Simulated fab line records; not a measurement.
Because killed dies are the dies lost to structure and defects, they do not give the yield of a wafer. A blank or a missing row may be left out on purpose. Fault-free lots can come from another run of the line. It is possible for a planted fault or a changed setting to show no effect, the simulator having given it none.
Comparing a struck lot with a sound one	flow gf180mcu	13 steps out of a route of 602
Sound: these wafers, L948.1, L948.2, L948.6. Wafers L954.3, L954.5, L954.6 were the ones struck. Last of all comes the cause.
Per side, at each step with rows, come the tool, then ch with its chambers, and then its first start. Under that, the readings that differ: sound wafers	struck wafers	difference of the means	sigmas: that difference in standard deviations of wafers without a fault.
alike: readings whose means differ by less than 2 such deviations, and words and numbers that are the same on both sides. not compared: withheld readings, readings that some wafer has no value for, bounds like >300 that may hide the same value, and numbers for which the record gives no deviation and whose values overlap.
The two part at a step that has a row with sigmas, a row that says differs or no value, or rows on one side only. Numbers that don't overlap but have no deviation are shown without sigmas and don't part them. Lack of a reading on every wafer of one side parts them only where that side has two or more wafers.

first, 1 step without rows for these wafers: GF_VT_IMPLANT_IMPLANT_41.
GF_VT_IMPLANT_STRIP_42: strips in O2/N2.
  sound on plasmaAsher-04 ch 0,1, day 8 05:19; struck on plasmaAsher-04 ch 0,1, day 10 04:50
  alike: drypumpMotorCurrentA, heaterPowerW, o2FlowSccm, oesProductAu, stripTimeToEndpointS
  not compared: rfHoursCounterH
GF_VT_IMPLANT_TW_MEAS_43:
  sound on filmMetro-03 at day 8 05:25; struck on filmMetro-03 at day 10 04:55
  alike: VT_IMPLANT_4_TW
then, 1 step without rows for these wafers: GF_VT_IMPLANT_CLEAN_44 (cleans in SC1/SC2, time 150 s).
GF_VT_IMPLANT_RTA_45: time 30 s.
  sound on rtpAnneal-02 ch 0, day 8 05:32; struck on rtpAnneal-01 ch 0, day 10 05:02
reading	sound	struck	difference	sigmas
lampPowerPct (%)	32 32 32	40 40 39	+8	+2
  alike: wafer_temp_C_max
GF_VT_IMPLANT_RS_MEAS_46: measures by four-point-probe.
  sound on filmMetro-01 at day 8 05:38; struck on filmMetro-02 at day 10 05:08
  alike: MVSD_RS
GF_VT_IMPLANT_RS_MEAS_47: measures by four-point-probe.
  sound on filmMetro-01 at day 8 05:45; struck on filmMetro-02 at day 10 05:16
  alike: NWELL_RS
GF_VT_IMPLANT_RS_MEAS_48: measures by four-point-probe.
  sound on filmMetro-01 at day 8 05:52; struck on filmMetro-02 at day 10 05:23
  alike: LVPWELL_RS
GF_VT_IMPLANT_RS_MEAS_49: measures by four-point-probe.
  sound on filmMetro-01 at day 8 05:59; struck on filmMetro-02 at day 10 05:30
reading	sound	struck	difference	sigmas
MVPSD_RS (ohm/sq)	1164.5 1165.0 1165.7	1174.0 1169.7 1174.4	+7.6	+3
then, 3 steps without rows for these wafers: GF_VT_IMPLANT_WET_ETCH_50 (etches SiO2 in dHF, target depth 20 nm, time 400 s); GF_DUAL_GATE_CLEAN_00 (cleans in SC1/SC2, time 150 s); GF_DUAL_GATE_CLEAN_01 (cleans in dHF, time 20 s).
GF_DUAL_GATE_OXIDATION_02: stabilise 600 s, purge 300 s, target thk 10.887 nm.
  sound on furnace-01 ch 0, day 8 06:59; struck on furnace-01, day 10 05:46
  no value came back on the struck wafers for oxTempC (C), oxTempCMax, tubeCenterTempC (C), tube_center_temp_C_max; on the sound wafers oxTempC (C) reads 900.2 899.6 899.9

WHERE THEY PART
At GF_VT_IMPLANT_RTA_45 first; at GF_DUAL_GATE_OXIDATION_02 last (within this record only).

WHY: whatever the simulator had introduced
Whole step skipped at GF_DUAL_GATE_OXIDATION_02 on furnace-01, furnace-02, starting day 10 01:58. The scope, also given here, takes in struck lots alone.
